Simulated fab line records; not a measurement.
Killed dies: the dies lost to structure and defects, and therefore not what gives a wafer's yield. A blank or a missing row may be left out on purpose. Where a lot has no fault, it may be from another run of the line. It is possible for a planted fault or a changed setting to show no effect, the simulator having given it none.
fab line records	flow gf180mcu
record: lots: 14	wafers: 42	lastDay: 34
route steps=602 shown V2@386 M3@425 V3@444
lots with no fault: from the same line, run without faults
startH: hours from the record's first day to the start of the lot's first wafer shown	waitH: how many hours have passed since the lot's step before this one	" unchanged from the row above	L1.1+2: one row covering several wafers at once	- no value present, or no start provided	* or withheld: withheld	< > ~ a bound
route shown NAME@n: NAME is a module with steps in the file, n the number in the route of the first one	usual: mean/standard deviation of fault-free wafers	same: alike in all rows	chamber/n: place in a boat	sites: the reading at each site	_std_site: the values' standard deviation	_edge_site: mean of outer sites minus mean of inner sites	radiusMm: how far each site lies from the wafer's centre	mask NAME#n: copy n	behind: the most recent tool/chamber to have shaped the wafer	hold: what put the lot on hold/how long, in hours/how the hold closed	device: names the non-switching transistor (n, p or np)	end of line: tests of these same wafers at the route's end	step lacking rows: just its recipe	killed: not the wafer's yield, but the dies lost to structure and defects at the first sort	map: the dies of a wafer, with x for killed, . for not killed, _ for no die there
set.NAME: the setting as run; set.NAME@STEP: as run at that earlier step	model.NAME: the simulator's own value behind a step, which no gauge read
steps of the route over a sample of lots; a table a step, a row a wafer
services: a tool's chamber out of use, with start hour (startH, from the record's first day; less than 0 if before it), hours out, and reason
== steps ==
step: GF_V2_CMP_04
recipe: material: SiO2	downForcePsi: 4	platenRpm: 60	padVelocityMS: 0.94248
usual: motorCurrentA: 13.0/1.2	slurryFilterDpKPa: 13.50/0.14	timeToEndpointS: 80/4.8
lot.wafer	tool	chamber	startH	waitH	motorCurrentA	slurryFilterDpKPa	timeToEndpointS
L877.2	cmp-02	1	434.62	0.1	14.7	13.42	81
L877.5	"	3	"	"	11.7	13.54	81
L877.6	"	0	"	"	13.0	13.33	91
L878.4	cmp-01	0	445.50	0.1	14.3	13.26	77
L878.3	"	1	"	"	11.7	13.39	74
L878.2	"	2	"	"	12.6	13.57	71
L879.4	cmp-01	3	448.87	0.0	10.7	13.42	88
L879.1	"	0	"	"	14.1	13.54	79
L879.2	"	2	"	"	12.7	13.51	79
L881.2	cmp-02	1	478.14	0.1	14.8	13.17	85
L881.5	"	0	"	"	12.9	13.48	89
L881.6	"	1	"	"	14.9	13.34	86
L882.4	cmp-02	2	491.92	0.1	13.6	13.43	82
L882.5	"	2	"	"	13.3	13.55	89
L882.6	"	3	"	"	12.2	13.62	81
L883.2	cmp-01	3	494.94	0.0	11.3	13.55	75
L883.3	"	0	"	"	14.1	13.54	83
L883.4	"	2	"	"	12.5	13.46	73
L886.3	cmp-01	2	526.56	0.1	12.9	13.64	77
L886.6	"	1	"	"	11.7	13.27	78
L886.5	"	2	"	"	12.7	13.50	78
L889.4	cmp-01	0	546.13	0.1	13.8	13.49	75
L889.5	"	3	"	"	11.6	13.61	70
L889.6	"	0	"	"	14.1	13.67	73
L890.1	cmp-02	1	555.26	0.1	14.7	13.48	73
L890.5	"	1	"	"	14.3	13.72	78
L890.6	"	2	"	"	14.3	13.56	80
L891.3	cmp-01	0	559.97	0.0	13.6	13.52	85
L891.4	"	3	"	"	10.8	13.45	83
L891.5	"	1	"	"	10.9	13.45	81
L892.4	cmp-02	3	574.10	0.2	13.1	13.30	87
L892.1	"	0	"	"	13.6	13.80	82
L892.5	"	2	"	"	14.5	13.56	83
L897.4	cmp-02	0	602.53	0.1	13.2	13.30	82
L897.3	"	1	"	"	14.7	13.42	85
L897.6	"	2	"	"	13.9	13.64	82
L899.1	cmp-01	1	618.93	0.1	11.0	13.48	80
L899.3	"	2	"	"	12.3	13.41	79
L899.2	"	0	"	"	14.1	13.51	77
L900.4	cmp-02	3	626.86	0.1	13.0	13.73	84
L900.6	"	2	"	"	14.1	13.51	82
L900.5	"	3	"	"	11.8	13.67	83
step: GF_V2_SPUTTER_22
recipe: material: TiN	targetThkNm: 10	chamberPressurePa: 5	powerW: 4000	timeS: 40
usual: chamberPressurePa: 5.000/0.01	throttleValvePct: 29.7/0.9
lot.wafer	tool	chamber	startH	waitH	chamberPressurePa	throttleValvePct
L877.2	pvdSputter-01	-	460.01	0.0	5.008	31.4
L877.5	"	-	"	"	5.008	29.9
L877.6	"	-	"	"	5.009	29.8
L878.2	pvdSputter-03	-	471.46	0.0	4.995	30.3
L878.3	"	-	"	"	4.999	29.8
L878.4	"	-	"	"	4.993	28.7
L879.1	pvdSputter-01	-	474.47	0.0	5.001	30.1
L879.2	"	-	"	"	4.993	31.7
L879.4	"	-	"	"	5.012	29.9
L881.2	pvdSputter-01	-	502.99	0.0	5.008	29.8
L881.5	"	-	"	"	4.995	29.6
L881.6	"	-	"	"	4.986	30.3
L882.4	pvdSputter-03	-	516.49	0.0	5.003	28.7
L882.5	"	-	"	"	4.994	30.3
L882.6	"	-	"	"	5.002	29.8
L883.2	pvdSputter-01	-	519.42	0.0	5.005	30.0
L883.3	"	-	"	"	5.001	30.5
L883.4	"	-	"	"	4.993	29.8
L886.3	pvdSputter-03	-	550.66	0.0	4.985	30.4
L886.5	"	-	"	"	5.011	29.9
L886.6	"	-	"	"	4.998	30.6
L889.4	pvdSputter-01	-	569.01	0.0	4.995	31.7
L889.5	"	-	"	"	4.992	30.1
L889.6	"	-	"	"	5.000	29.5
L890.1	pvdSputter-01	-	578.40	0.0	5.010	29.8
L890.5	"	-	"	"	4.982	29.8
L890.6	"	-	"	"	5.020	29.6
L891.3	pvdSputter-01	-	583.16	0.0	5.009	30.0
L891.4	"	-	"	"	4.989	29.8
L891.5	"	-	"	"	5.003	29.8
L892.1	pvdSputter-04	-	596.51	0.0	4.992	30.1
L892.4	"	-	"	"	4.983	29.8
L892.5	"	-	"	"	4.993	27.9
L897.3	pvdSputter-01	-	624.16	0.0	5.025	30.0
L897.4	"	-	"	"	5.003	31.3
L897.6	"	-	"	"	5.007	29.8
L899.1	pvdSputter-04	-	640.66	0.0	5.004	29.3
L899.2	"	-	"	"	5.012	29.7
L899.3	"	-	"	"	4.993	28.0
L900.4	pvdSputter-03	-	647.60	0.0	5.003	28.8
L900.5	"	-	"	"	5.010	30.0
L900.6	"	-	"	"	5.022	28.7
step: GF_M3_METAL_ETCH_16
recipe: chemistry: Cl2/BCl3	maskMaterial: KrF	targetDepthNm: 750.8	stopOn: SiO2	pressureMtorr: 8	icpW: 800	biasW: 140	Cl2_flow_sccm: 80	bcl3FlowSccm: 40	timeS: 125.1
usual: drypumpMotorCurrentA: 5.7/0.57	oesProductAu: 0.992/0.0055	throttleValvePct: 28.229/0.009
lot.wafer	tool	chamber	startH	waitH	drypumpMotorCurrentA	oesProductAu	rfHoursCounterH	throttleValvePct
L877.2	rieMetal-04	0	484.92	0.0	6.0	0.988	7.0	28.230
L877.5	"	0	"	"	6.1	0.981	-	28.226
L877.6	"	1	"	"	6.6	0.994	-	28.235
L878.2	rieMetal-04	1	496.84	0.0	6.6	0.999	0.5	28.225
L878.3	"	1	"	"	6.6	0.996	-	28.223
L878.4	"	0	"	"	6.0	0.981	-	28.225
L879.1	rieMetal-01	0	499.09	0.0	5.7	0.991	1.4	28.224
L879.2	"	0	"	"	5.6	0.993	-	28.234
L879.4	"	0	"	"	5.6	0.990	-	28.224
L881.2	rieMetal-01	1	527.04	0.0	5.3	0.984	0.5	28.236
L881.5	"	0	"	"	5.6	0.987	-	28.235
L881.6	"	1	"	"	5.3	0.985	-	28.226
L882.4	rieMetal-03	0	540.23	0.1	4.9	0.993	-	28.230
L882.5	"	0	"	"	4.9	0.994	-	28.227
L882.6	"	1	"	"	5.4	1.002	-	28.230
L883.2	rieMetal-04	1	543.37	0.0	6.6	0.993	1.8	28.235
L883.3	"	1	"	"	6.6	0.997	-	28.217
L883.4	"	0	"	"	6.0	0.984	-	28.234
L886.3	rieMetal-01	1	573.36	0.1	5.2	0.990	-	28.232
L886.5	"	1	"	"	5.3	0.991	-	28.225
L886.6	"	0	"	"	5.7	0.990	-	28.239
L889.4	rieMetal-04	0	591.13	0.1	6.0	0.998	-	28.244
L889.5	"	0	"	"	6.1	0.993	-	28.226
L889.6	"	1	"	"	6.6	0.999	-	28.227
L890.1	rieMetal-04	0	600.34	0.0	6.0	0.998	9.9	28.232
L890.5	"	0	"	"	6.1	0.995	-	28.230
L890.6	"	1	"	"	6.6	0.993	-	28.216
L891.3	rieMetal-04	0	605.38	0.1	6.0	0.995	-	28.231
L891.4	"	1	"	"	6.6	0.768	-	28.469
L891.5	"	1	"	"	6.6	0.769	-	28.483
L892.1	rieMetal-04	1	617.62	0.0	6.6	0.759	3.6	28.489
L892.4	"	1	"	"	6.6	0.764	-	28.493
L892.5	"	0	"	"	6.0	0.996	-	28.231
L897.3	rieMetal-03	0	645.83	0.1	5.0	0.999	-	28.220
L897.4	"	1	"	"	5.4	0.989	-	28.231
L897.6	"	1	"	"	5.4	0.988	-	28.230
L899.1	rieMetal-03	1	661.62	0.0	5.4	0.987	7.4	28.225
L899.2	"	0	"	"	4.9	0.995	5.6	28.231
L899.3	"	0	"	"	5.0	0.991	-	28.230
L900.4	rieMetal-01	0	668.08	0.1	5.6	0.978	-	28.233
L900.5	"	0	"	"	5.6	0.982	-	28.229
L900.6	"	1	"	"	5.2	0.983	-	28.238
step: GF_M3_STRIP_17
recipe: chemistry: O2/N2	powerW: 1400	pressureMtorr: 1500	platenTempC: 250	o2FlowSccm: 3000	n2FlowSccm: 300	overashFraction: 0.5
usual: drypumpMotorCurrentA: 5.6/0.43	heaterPowerW: 329/16	n2FlowSccm: 300.0/0.97	oesProductAu: 0.538/0.0049	stripTimeToEndpointS: 7.38/0.041
lot.wafer	tool	chamber	startH	waitH	drypumpMotorCurrentA	heaterPowerW	n2FlowSccm	oesProductAu	rfHoursCounterH	stripTimeToEndpointS
L877.2	plasmaAsher-02	0	485.05	0.1	6.1	308	299.5	0.541	70	7.40
L877.5	"	1	"	"	5.5	343	301.9	0.535	-	7.42
L877.6	"	0	"	"	6.1	309	298.9	0.539	-	7.40
L878.2	plasmaAsher-03	1	496.97	0.1	6.0	333	299.2	0.543	6	7.41
L878.3	"	0	"	"	4.9	331	298.7	0.548	-	7.35
L878.4	"	1	"	"	6.0	339	300.2	0.548	-	7.47
L879.1	plasmaAsher-01	1	499.35	0.2	5.9	374	299.8	0.549	41	7.38
L879.2	"	0	"	"	5.8	313	300.8	0.540	41	7.36
L879.4	"	1	"	"	5.9	372	298.8	0.537	-	7.38
L881.2	plasmaAsher-03	1	527.17	0.1	6.0	331	300.1	0.541	9	7.45
L881.5	"	0	"	"	4.9	326	300.5	0.551	-	7.45
L881.6	"	1	"	"	5.9	331	299.6	0.538	-	7.44
L882.4	plasmaAsher-02	1	540.35	0.1	5.5	338	299.4	0.537	-	7.37
L882.5	"	0	"	"	6.1	312	300.3	0.539	-	7.42
L882.6	"	1	"	"	5.5	335	299.7	0.544	-	7.37
L883.2	plasmaAsher-02	1	543.50	0.1	5.5	344	300.8	0.536	76	7.39
L883.3	"	1	"	"	5.5	342	299.3	0.531	-	7.39
L883.4	"	0	"	"	6.0	308	299.0	0.545	-	7.44
L886.3	plasmaAsher-01	0	573.48	0.1	5.8	307	300.2	0.540	-	7.40
L886.5	"	1	"	"	5.9	369	298.8	0.538	-	7.40
L886.6	"	0	"	"	5.8	307	301.3	0.540	-	7.35
L889.4	plasmaAsher-03	0	591.25	0.1	5.0	336	298.3	0.544	-	7.36
L889.5	"	1	"	"	6.0	329	300.2	0.533	-	7.39
L889.6	"	0	"	"	4.9	341	300.6	0.540	-	7.32
L890.1	plasmaAsher-03	1	600.47	0.1	6.0	342	299.1	0.533	17	7.36
L890.5	"	1	"	"	6.0	331	298.5	0.535	-	7.33
L890.6	"	0	"	"	4.9	327	300.1	0.544	-	7.31
L891.3	plasmaAsher-03	1	605.50	0.1	6.0	324	301.3	0.538	-	7.45
L891.4	"	0	"	"	5.0	335	300.2	0.591	-	8.59
L891.5	"	0	"	"	5.0	332	300.3	0.586	-	8.57
L892.1	plasmaAsher-03	0	617.75	0.1	4.9	328	299.6	0.583	19	8.53
L892.4	"	1	"	"	6.0	335	299.2	0.589	-	8.53
L892.5	"	1	"	"	6.0	336	299.2	0.539	-	7.40
L897.3	plasmaAsher-03	1	645.95	0.1	6.0	331	300.6	0.536	-	7.32
L897.4	"	0	"	"	4.9	333	299.8	0.537	-	7.33
L897.6	"	1	"	"	6.0	332	301.0	0.533	-	7.33
L899.1	plasmaAsher-03	0	661.75	0.1	4.9	332	299.8	0.531	23	7.41
L899.2	"	1	"	"	6.0	335	300.9	0.537	23	7.37
L899.3	"	1	"	"	6.0	342	300.9	0.534	-	7.36
L900.4	plasmaAsher-02	0	668.20	0.1	6.1	317	299.0	0.537	-	7.39
L900.5	"	0	"	"	6.1	307	299.8	0.541	-	7.42
L900.6	"	1	"	"	5.5	334	299.7	0.541	-	7.44
step: GF_V3_OVL_MEAS_15
usual: V3_OVL: 3/5.1
lot.wafer	tool	chamber	startH	waitH	V3_OVL[nm]
L877.2	overlay-01	-	510.24	0.1	2
L877.5	"	-	"	"	3
L877.6	"	-	"	"	-2
L878.2	overlay-01	-	522.21	0.1	-7
L878.3	"	-	"	"	0
L878.4	"	-	"	"	-6
L879.1	overlay-02	-	523.63	0.1	-3
L879.2	"	-	"	"	1
L879.4	"	-	"	"	-1
L881.2	overlay-01	-	550.41	0.1	4
L881.5	"	-	"	"	0
L881.6	"	-	"	"	-1
L882.4	overlay-02	-	564.02	0.1	4
L882.5	"	-	"	"	-1
L882.6	"	-	"	"	3
L883.2	overlay-01	-	566.74	0.1	-3
L883.3	"	-	"	"	1
L883.4	"	-	"	"	2
L886.3	overlay-01	-	596.24	0.1	16
L886.5	"	-	"	"	4
L886.6	"	-	"	"	12
L889.4	overlay-02	-	613.79	0.1	9
L889.5	"	-	"	"	0
L889.6	"	-	"	"	10
L890.1	overlay-02	-	622.68	0.1	10
L890.5	"	-	"	"	8
L890.6	"	-	"	"	11
L891.3	overlay-01	-	626.99	0.1	-1
L892.5	overlay-01	-	639.03	0.0	9
L897.3	overlay-01	-	666.89	0.1	6
L897.4	"	-	"	"	7
L897.6	"	-	"	"	5
L899.1	overlay-01	-	682.10	0.1	3
L899.2	"	-	"	"	0
L899.3	"	-	"	"	6
L900.4	overlay-01	-	688.32	0.1	3
L900.5	"	-	"	"	-2
L900.6	"	-	"	"	-8
== services ==
tool	chamber	startH	hours	kind
plasmaAsher-03	-	421.25	9.0	pm
pvdSputter-03	-	424.92	35.1	repair
plasmaAsher-03	-	430.25	14.6	pm
cmp-02	-	444.54	4.4	repair
pvdSputter-03	-	472.33	2.7	repair
cmp-01	-	484.18	2.5	repair
cmp-01	-	489.83	3.4	repair
pvdSputter-01	-	508.94	3.4	repair
plasmaAsher-02	-	522.36	0.6	repair
cmp-02	-	523.69	7.9	repair
rieMetal-01	0	532.64	24.6	repair
cmp-01	-	554.27	1.6	repair
cmp-01	-	560.98	0.4	repair
cmp-01	-	572.30	4.0	pm
plasmaAsher-03	-	575.32	0.4	repair
cmp-01	-	579.03	9.4	pm
cmp-01	-	588.46	5.2	pm
cmp-02	-	589.18	2.1	repair
pvdSputter-01	-	601.01	10.2	repair
pvdSputter-03	-	612.93	8.6	repair
cmp-02	-	617.51	6.6	pm
cmp-02	-	629.75	2.3	repair
cmp-02	-	632.67	6.2	pm
cmp-02	-	664.18	1.5	repair
== key ==
firstSign: step: GF_M3_METAL_ETCH_16	reading: oesProductAu	direction: down	sigmas: 41	usual: 0.992	struck: 0.765
effect: step: GF_M3_METAL_ETCH_16	reading: throttleValvePct	direction: up	sigmas: 28	usual: 28.229	struck: 28.483
effect: step: GF_M3_STRIP_17	reading: stripTimeToEndpointS	direction: up	sigmas: 29	usual: *	struck: *
metAt GF_M3_METAL_ETCH_16
struckLots L891,L892
struckWafers L891.4,L891.5,L892.1,L892.4
laterRowsLeftOut L891.4,L891.5,L892.1,L892.4
sortLeftOut L891.4,L891.5,L892.1,L892.4
notActingAt GF_V2_CMP_04,GF_V2_SPUTTER_22,GF_V3_OVL_MEAS_15
onsetBetween 600.34 605.38
fault: kind: processParameterDrift	tool: rieMetal-04	chamber: 1	onsetH: 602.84	steps: GF_M3_METAL_ETCH_16	channel: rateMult	offset: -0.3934	shape: step	endH: 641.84
sortLeftOut: the simulated sort isn't trusted on such a fault, so these wafers' sort isn't shown, and their yield isn't known
laterRowsLeftOut: the simulator's readings of these wafers behind a module that went badly wrong aren't trusted and aren't shown, but for the sort
